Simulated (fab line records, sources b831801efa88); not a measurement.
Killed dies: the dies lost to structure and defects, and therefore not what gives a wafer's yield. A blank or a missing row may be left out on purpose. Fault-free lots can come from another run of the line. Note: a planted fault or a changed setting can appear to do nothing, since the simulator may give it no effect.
fab line records | flow sky130
record: lots: 6 wafers: 18 lastDay: 50
route steps=708 shown POLY_CUT@312 SD_P@320 PAD_OPEN@708
lots untouched by any fault: they come from a run of this same line in which no faults occurred
startH: hours from the record's first day to the start of the lot's first wafer shown | waitH: how many hours have passed since the lot's step before this one | " unchanged from the row above | L1.1+2: a row that stands for several wafers | - no value present, or no start provided | * or withheld: withheld | < > ~ a bound
route shown NAME@n: NAME is a module with steps in the file, n the number in the route of the first one | usual: mean/standard deviation taken from wafers without a fault | same: alike in all rows | chamber/n: place in a boat | sites: the reading at each site | _std_site: the standard deviation of these | _edge_site: mean of outer sites minus mean of inner sites | radiusMm: how far each site lies from the wafer's centre | mask NAME#n: copy n | behind: the last tool/chamber to shape the wafer | hold: cause of the lot's hold/its duration in hours/its outcome | device: whichever transistor did not switch (one of n, p or np) | end of line: the same wafers' tests at the end of the route | a step without rows: its recipe alone | killed: at the first sort, the dies lost to defects and structure; wafer yield is something else | map: shows each die of a wafer: x if killed, . if not, _ if none is there
set.NAME: the setting as run; set.NAME@STEP: as run at that earlier step | model.NAME: the simulator's own value behind a step, which no gauge read
lots at selected steps of the route; one table per step, one row per wafer
services: when a tool's chamber went out of use (startH, in hours from the record's first day, below 0 if earlier), for how many hours, and the reason
== steps ==
step: SKY_POLY_CUT_EXPOSE_05
recipe: maskId: NPCM na: 0.8 sourceShape: annular sigmaInner: 0.55 sigmaOuter: 0.85 targetCdNm: 270 doseMj: 32
step: SKY_POLY_CUT_PEB_06
recipe: pebTempC: withheld pebTimeS: withheld resist: KrF-thick
step: SKY_POLY_CUT_DEVELOP_07
recipe: developTimeS: 60 resist: KrF-thick devTempC: 21
step: SKY_POLY_CUT_CD_MEAS_08
recipe: targetCdNm: 270
usual: cdNm: 270.3/1.4
columns lot.wafer tool chamber startH waitH cdNm
L649.1 cdSem-02 - 595.56 - 270.0
L649.2 " - " " 269.8
L649.5 " - " " 270.2
L650.1 cdSem-02 - 610.16 - 270.5
L650.3 " - " " 270.7
L650.4 " - " " 270.9
L661.2 cdSem-01 - 696.74 - 273.1
L661.3 " - " " 272.8
L661.6 " - " " 271.6
L662.2 cdSem-01 - 705.58 - 271.4
L662.5 " - " " 271.0
L662.6 " - " " 272.0
L664.1 cdSem-02 - 714.82 - 271.0
L664.2 " - " " 271.4
L664.6 " - " " 270.1
L668.1 cdSem-02 - 737.92 - 268.9
L668.3 " - " " 269.6
L668.6 " - " " 269.8
step: SKY_POLY_CUT_OVL_MEAS_09
usual: POLY_CUT_OVL: 0/5.1
columns lot.wafer tool chamber startH waitH POLY_CUT_OVL[nm]
L649.1 overlay-01 - 595.68 0.1 4
L649.2 " - " " 8
L649.5 " - " " -2
L650.1 overlay-01 - 610.28 0.1 -7
L650.3 " - " " -1
L650.4 " - " " -4
L661.2 overlay-02 - 696.85 0.1 4
L661.3 " - " " 10
L661.6 " - " " 9
L662.2 overlay-01 - 705.68 0.1 -1
L662.5 " - " " -4
L662.6 " - " " -3
L664.1 overlay-02 - 714.94 0.1 -6
L664.2 " - " " 2
L664.6 " - " " -1
L668.1 overlay-01 - 738.04 0.1 0
L668.3 " - " " -4
L668.6 " - " " 5
step: SKY_POLY_CUT_ETCH_10
recipe: chemistry: N2/H2 target: BARC ionEnergyEv: 200 sourceW: 500 biasW: 100 pressureMtorr: 30 n2FlowSccm: 100 h2FlowSccm: 200 stopOn: SiO2 timeS: 45.9 targetDepthA: 600
usual: drypumpMotorCurrentA: 5.8/0.35 h2FlowSccm: 200.0/0.58 oesProductAu: 0.854/0.0048 throttleValvePct: 13.223/0.0088
same: timeS: 45.9
columns lot.wafer tool chamber startH waitH drypumpMotorCurrentA h2FlowSccm oesProductAu rfHoursCounterH throttleValvePct
L649.1 rieDiel-04 2 595.71 0.0 5.5 200.1 0.862 4 13.226
L649.2 " 1 " " 5.9 199.9 0.855 14 13.216
L649.5 " 3 " " 5.5 200.3 0.854 - 13.217
L650.1 rieDiel-04 1 610.31 0.0 5.9 200.1 0.857 14 13.222
L650.3 " 2 " " 5.5 199.3 0.853 5 13.216
L650.4 " 3 " " 5.4 198.7 0.864 2 13.216
L661.2 rieDiel-03 2 696.88 0.0 5.6 199.1 0.855 12 13.227
L661.3 " 1 " " 6.4 201.0 0.852 4 13.234
L661.6 " 1 " " 6.4 200.4 0.858 - 13.213
L662.2 rieDiel-03 1 705.71 0.0 6.4 199.7 0.852 4 13.220
L662.5 " 3 " " 5.4 200.2 0.862 - 13.227
L662.6 " 2 " " 5.6 200.2 0.862 - 13.230
L664.1 rieDiel-04 1 714.98 0.0 5.9 199.7 0.850 17 13.230
L664.2 " 2 " " 5.5 200.4 0.849 7 13.233
L664.6 " 3 " " 5.5 200.8 0.853 - 13.222
L668.1 rieDiel-01 3 738.08 0.0 5.3 200.9 0.863 51 13.217
L668.3 " 1 " " 6.1 200.3 0.853 12 13.229
L668.6 " 3 " " 5.3 199.8 0.853 - 13.219
step: SKY_POLY_CUT_ETCH_11
recipe: target: Si3N4 chemistry: CF4/CH2F2/Ar stopOn: poly-Si sourceW: 600 biasW: 150 pressureMtorr: 40 cf4FlowSccm: 40 ch2f2FlowSccm: 20 Ar_flow_sccm: 150 timeS: 42.5 targetDepthA: 600
usual: drypumpMotorCurrentA: 5.8/0.36 oesProductAu: 0.827/0.0058 throttleValvePct: 14.994/0.0094
same: timeS: 42.5
columns lot.wafer tool chamber startH waitH drypumpMotorCurrentA oesProductAu rfHoursCounterH throttleValvePct
L649.1 rieDiel-04 2 595.75 0.0 5.5 0.830 4 14.993
L649.2 " 1 " " 5.8 0.829 14 14.995
L649.5 " 3 " " 5.5 0.832 - 14.981
L650.1 rieDiel-04 1 610.35 0.0 5.9 0.831 14 14.995
L650.3 " 2 " " 5.5 0.825 5 15.003
L650.4 " 3 " " 5.5 0.832 2 14.991
L661.2 rieDiel-03 2 696.92 0.0 5.6 0.826 12 15.005
L661.3 " 1 " " 6.4 0.823 4 14.991
L661.6 " 1 " " 6.4 0.820 - 15.003
L662.2 rieDiel-03 1 705.75 0.0 6.4 0.822 4 14.978
L662.5 " 3 " " 5.5 0.821 - 15.008
L662.6 " 2 " " 5.6 0.827 - 14.990
L664.1 rieDiel-04 1 715.02 0.0 5.9 0.831 17 14.981
L664.2 " 2 " " 5.5 0.838 7 14.982
L664.6 " 3 " " 5.5 0.834 - 14.982
L668.1 rieDiel-01 3 738.12 0.0 5.3 0.831 51 14.992
L668.3 " 1 " " 6.0 0.836 12 15.009
L668.6 " 3 " " 5.3 0.833 - 15.000
step: SKY_POLY_CUT_STRIP_12
recipe: chemistry: O2/N2 powerW: 1400 pressureMtorr: 1500 platenTempC: withheld o2FlowSccm: 3000 n2FlowSccm: 300 overashFraction: 0.5
usual: drypumpMotorCurrentA: 6.3/0.4 oesProductAu: 0.452/0.0044 stripTimeToEndpointS: 5.352/0.017
columns lot.wafer tool chamber startH waitH drypumpMotorCurrentA oesProductAu rfHoursCounterH stripTimeToEndpointS
L649.1 plasmaAsher-03 1 595.79 0.0 6.8 0.449 77 5.353
L649.2 " 0 " " 5.9 0.452 77 5.359
L649.5 " 0 " " 5.9 0.456 - 5.362
L650.1 plasmaAsher-02 1 610.39 0.0 5.9 0.454 17 5.376
L650.3 " 0 " " 5.5 0.459 - 5.362
L650.4 " 1 " " 5.9 0.448 - 5.355
L661.2 plasmaAsher-04 0 696.96 0.0 6.5 0.449 101 5.345
L661.3 " 0 " " 6.5 0.450 - 5.344
L661.6 " 1 " " 6.3 0.449 - 5.330
L662.2 plasmaAsher-04 1 705.79 0.0 6.3 0.461 102 5.356
L662.5 " 0 " " 6.5 0.441 - 5.345
L662.6 " 1 " " 6.3 0.449 - 5.357
L664.1 plasmaAsher-02 1 715.06 0.0 5.9 0.459 27 5.358
L664.2 " 0 " " 5.5 0.448 27 5.364
L664.6 " 0 " " 5.5 0.454 - 5.366
L668.1 plasmaAsher-03 0 738.16 0.0 5.9 0.456 92 5.345
L668.3 " 0 " " 5.9 0.456 - 5.372
L668.6 " 0 " " 5.9 0.455 - 5.371
step: SKY_SD_P_DEHYDRATE_00
recipe: tempC: 200 timeS: 60
step: SKY_SD_P_HMDS_01
recipe: primeTimeS: 60 primeTempC: 120
step: SKY_SD_P_COAT_02
recipe: resist: NOVOLAK spinRpm: 3000 resistThkNm: 1140
step: SKY_SD_P_SOFTBAKE_03
recipe: tempC: 90 timeS: 60 resist: NOVOLAK
step: SKY_SD_P_EXPOSE_04
recipe: maskId: PSDM na: 0.6 sourceShape: conventional sigmaOuter: 0.6 polarization: unpolarized targetCdNm: 380 doseMj: 138
columns lot.wafer tool chamber startH waitH mask model.SD_P.overlayXNm
L649.1+2+5 ilineStepper-02 0 609.93 - PSDM#0 1.213
L650.1+3+4 ilineStepper-01 0 625.61 - PSDM#0 -1.257
L661.2+3+6 ilineStepper-01 0 710.63 - PSDM#0 -48.96
L662.2+5+6 ilineStepper-01 0 720.89 - PSDM#0 -49.99
L664.1+2+6 ilineStepper-02 0 729.33 - PSDM#0 -2.913
L668.1+3+6 ilineStepper-02 0 753.31 - PSDM#0 -1.054
step: SKY_SD_P_PEB_05
recipe: tempC: withheld timeS: * resist: NOVOLAK
step: SKY_SD_P_DEVELOP_06
recipe: resist: NOVOLAK developer: TMAH developTimeS: 60 devTempC: 23
step: SKY_SD_P_CD_MEAS_07
recipe: targetCdNm: 380
usual: cdNm: 379/3
columns lot.wafer tool chamber startH waitH cdNm
L649.1 cdSem-01 - 624.78 0.1 375
L649.2 " - " " 375
L649.5 " - " " 374
L650.1 cdSem-02 - 639.82 0.1 379
L650.3 " - " " 379
L650.4 " - " " 381
L661.2 cdSem-02 - 724.70 0.1 380
L661.3 " - " " 377
L661.6 " - " " 378
L662.2 cdSem-02 - 734.79 0.1 380
L662.5 " - " " 380
L662.6 " - " " 384
L664.1 cdSem-02 - 741.82 0.1 380
L664.2 " - " " 377
L664.6 " - " " 380
L668.1 cdSem-02 - 767.06 0.1 378
L668.3 " - " " 377
L668.6 " - " " 376
step: SKY_SD_P_OVL_MEAS_08
usual: SD_P_OVL: -1.8/1.2
columns lot.wafer tool chamber startH waitH SD_P_OVL[nm]
L649.1 overlay-01 - 624.90 0.1 -1.9
L649.2 " - " " -0.8
L649.5 " - " " -1.3
L650.1 overlay-01 - 639.94 0.1 -1.4
L650.3 " - " " -2.1
L650.4 " - " " -2.0
L661.2 overlay-02 - 724.81 0.1 -51.5
L661.3 " - " " -51.0
L661.6 " - " " -52.0
L662.2 overlay-02 - 734.90 0.1 -52.4
L662.5 " - " " -51.7
L662.6 " - " " -50.8
L664.1 overlay-01 - 741.94 0.1 -3.9
L664.2 " - " " -3.5
L664.6 " - " " -3.5
L668.1 overlay-02 - 767.18 0.1 -1.5
L668.3 " - " " -2.0
L668.6 " - " " -2.8
step: SKY_SD_P_IMPLANT_09
recipe: species: BF2 energyKev: 20 doseCm2: 3e+15 tiltDeg: 0
step: SKY_PAD_OPEN_PROBE_99
usual: killed_at_M0_to_M3: 43/6.4 killed_at_M4_up: 3.2/1.8 killedAtContacts: 25/5.5 killedAtFrontEnd: 16/5.2 killedAtOther: 0.3/0.49 killedDies: 88/10 killedOpen: 48/7 killedShort: 40/7.1
same: grossDies: 492 killedAtBackSide: 0
columns lot.wafer tool chamber startH waitH killed_at_M0_to_M3 killed_at_M4_up killedAtContacts killedAtFrontEnd killedAtOther killedDies killedOpen killedShort
L649.1 prober-02 - 1104.20 0.1 49 4 29 17 1 100 52 48
L649.2 prober-02 - 1104.25 0.1 40 4 26 14 0 84 37 47
L649.5 prober-02 - 1104.40 0.2 49 1 24 17 0 91 44 47
L662.2 prober-02 - 1178.90 0.1 40 3 17 18 2 80 44 36
L662.5 prober-02 - 1179.05 0.2 32 2 28 8 1 71 37 34
L662.6 prober-02 - 1179.10 0.2 36 2 21 6 1 66 38 28
L664.1 prober-02 - 1185.57 0.1 61 1 28 20 0 110 65 45
L664.2 prober-02 - 1185.62 0.1 40 3 26 12 1 82 47 35
L664.6 prober-02 - 1185.82 0.2 34 4 27 19 0 84 43 41
L668.1 prober-02 - 1199.16 0.1 34 3 15 23 0 75 34 41
L668.3 prober-02 - 1199.26 0.2 45 5 19 15 0 84 51 33
L668.6 prober-02 - 1199.41 0.2 32 2 26 16 0 76 42 34
killed by level:class
L649.1 CONTACT:geometricParticle:open=11 METAL1:geometricParticle:short=10 VIA1:geometricParticle:open=9 CONTACT:geometricParticle:short=7 VIA3:geometricParticle:open=7 FIELD_ISO:geometricParticle:short=6 VIA1:geometricParticle:short=6 METAL2:geometricParticle:short=6
L649.2 LOCAL_INTERCONNECT:geometricParticle:short=9 VIA1:geometricParticle:open=8 CONTACT:geometricParticle:open=8 METAL1:geometricParticle:short=6 METAL2:geometricParticle:short=6 VIA3:geometricParticle:open=6 POLY_GATE:geometricParticle:short=5 VIA1:geometricParticle:short=4
L649.5 VIA1:geometricParticle:open=14 LOCAL_INTERCONNECT:geometricParticle:short=8 METAL2:geometricParticle:short=7 LI_CONTACT:geometricParticle:open=6 VIA1:geometricParticle:short=6 VIA3:geometricParticle:open=5 CONTACT:geometricParticle:open=5 METAL1:geometricParticle:short=5
L662.2 VIA1:geometricParticle:open=11 FIELD_ISO:geometricParticle:short=6 VIA2:geometricParticle:open=6 CONTACT:geometricParticle:open=5 CONTACT:geometricParticle:short=5 VIA2:geometricParticle:short=5 FIELD_ISO:geometricParticle:open=4 LI_CONTACT:geometricParticle:open=4
L662.5 CONTACT:geometricParticle:open=12 LI_CONTACT:geometricParticle:open=7 METAL2:geometricParticle:short=6 VIA3:geometricParticle:open=5 CONTACT:geometricParticle:short=4 METAL1:geometricParticle:short=4 VIA1:geometricParticle:open=4 METAL3:geometricParticle:short=4
L662.6 CONTACT:geometricParticle:open=12 VIA3:geometricParticle:open=8 VIA1:geometricParticle:open=7 CONTACT:geometricParticle:short=5 METAL3:geometricParticle:short=5 VIA2:geometricParticle:short=5 METAL1:geometricParticle:short=4 LI_CONTACT:geometricParticle:open=3
L664.1 VIA2:geometricParticle:open=19 METAL1:geometricParticle:short=11 LOCAL_INTERCONNECT:geometricParticle:short=7 VIA3:geometricParticle:open=7 FIELD_ISO:geometricParticle:open=6 LI_CONTACT:geometricParticle:open=6 VIA1:geometricParticle:open=6 VIA1:geometricParticle:short=5
L664.2 CONTACT:geometricParticle:open=11 VIA3:geometricParticle:open=9 CONTACT:geometricParticle:short=7 VIA2:geometricParticle:open=7 VIA1:geometricParticle:open=5 LI_CONTACT:geometricParticle:open=5 METAL3:geometricParticle:short=5 FIELD_ISO:geometricParticle:open=4
L664.6 CONTACT:geometricParticle:open=11 LI_CONTACT:geometricParticle:open=7 VIA2:geometricParticle:open=7 POLY_GATE:geometricParticle:short=5 CONTACT:geometricParticle:short=5 VIA1:geometricParticle:open=5 FIELD_ISO:geometricParticle:short=4 VIA3:geometricParticle:short=4
L668.1 FIELD_ISO:geometricParticle:short=8 VIA1:geometricParticle:short=5 CONTACT:geometricParticle:open=5 METAL1:geometricParticle:short=5 METAL2:geometricParticle:short=5 POLY_GATE:geometricParticle:open=4 POLY_GATE:geometricParticle:short=4 VIA3:geometricParticle:open=4
L668.3 VIA1:geometricParticle:open=15 LI_CONTACT:geometricParticle:open=7 VIA3:geometricParticle:open=5 FIELD_ISO:geometricParticle:open=4 POLY_GATE:geometricParticle:short=4 CONTACT:geometricParticle:open=4 METAL4:geometricParticle:short=4 METAL1:geometricParticle:short=4
L668.6 CONTACT:geometricParticle:open=9 LI_CONTACT:geometricParticle:open=7 VIA2:geometricParticle:open=7 LI_CONTACT:geometricParticle:short=6 VIA1:geometricParticle:open=6 FIELD_ISO:geometricParticle:short=5 METAL2:geometricParticle:short=4 FIELD_ISO:geometricParticle:open=3
== services ==
columns tool chamber startH hours kind
rieDiel-01 0 588.43 4.4 repair
rieDiel-01 2 605.44 13.3 repair
rieDiel-03 0 606.53 6.6 repair
rieDiel-04 1 611.18 14.6 repair
ilineStepper-01 - 612.31 8.6 repair
rieDiel-03 0 615.88 - clean
rieDiel-03 0 615.88 21.5 scheduledDown
rieDiel-03 0 615.88 21.5 ventCycle
plasmaAsher-04 - 624.04 1.3 repair
plasmaAsher-03 - 632.61 3.4 repair
rieDiel-03 1 637.86 1.7 repair
plasmaAsher-04 - 650.11 0.3 repair
ilineStepper-01 - 670.34 1.7 pm
plasmaAsher-04 - 679.44 2.8 pm
rieDiel-03 2 682.70 3.8 repair
ilineStepper-01 - 701.76 5.0 repair
plasmaAsher-02 - 719.50 9.1 repair
rieDiel-03 1 719.52 4.5 repair
plasmaAsher-04 - 733.75 9.0 pm
plasmaAsher-04 0 733.75 9.0 ventCycle
plasmaAsher-04 1 733.75 9.0 ventCycle
rieDiel-04 1 734.66 13.8 repair
plasmaAsher-04 - 737.23 1.8 repair
rieDiel-01 3 738.40 - clean
== key ==
firstSign: step: SKY_SD_P_OVL_MEAS_08 reading: SD_P_OVL direction: down sigmas: 42 usual: -1.8 struck: -51.6
effect none on later readings
modelEffect: step: SKY_SD_P_EXPOSE_04 value: SD_P.overlayXNm without: 0.1464 struck: -49.48
metAt SKY_SD_P_EXPOSE_04
struckWafers L661.2,L661.3,L661.6,L662.2,L662.5,L662.6
testerLeftOut L661,L662
onsetBetween 625.61 710.63
alsoFits SKY_POLY_CUT_ETCH_10:rieDiel-03,SKY_POLY_CUT_ETCH_11:rieDiel-03,SKY_POLY_CUT_STRIP_12:plasmaAsher-04
fault: kind: scannerMatchingOverlay tool: ilineStepper-01 chamber: - onsetH: 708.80 steps: SKY_SD_P_EXPOSE_04 offset: -49.623
testerLeftOut: of these lots the tester's yield and bins aren't shown, on N5 and GAA mostly nor the transistor test; their killed dies are dies lost to structure and defects alone, not to doping, threshold or leakage, so they don't give the yield
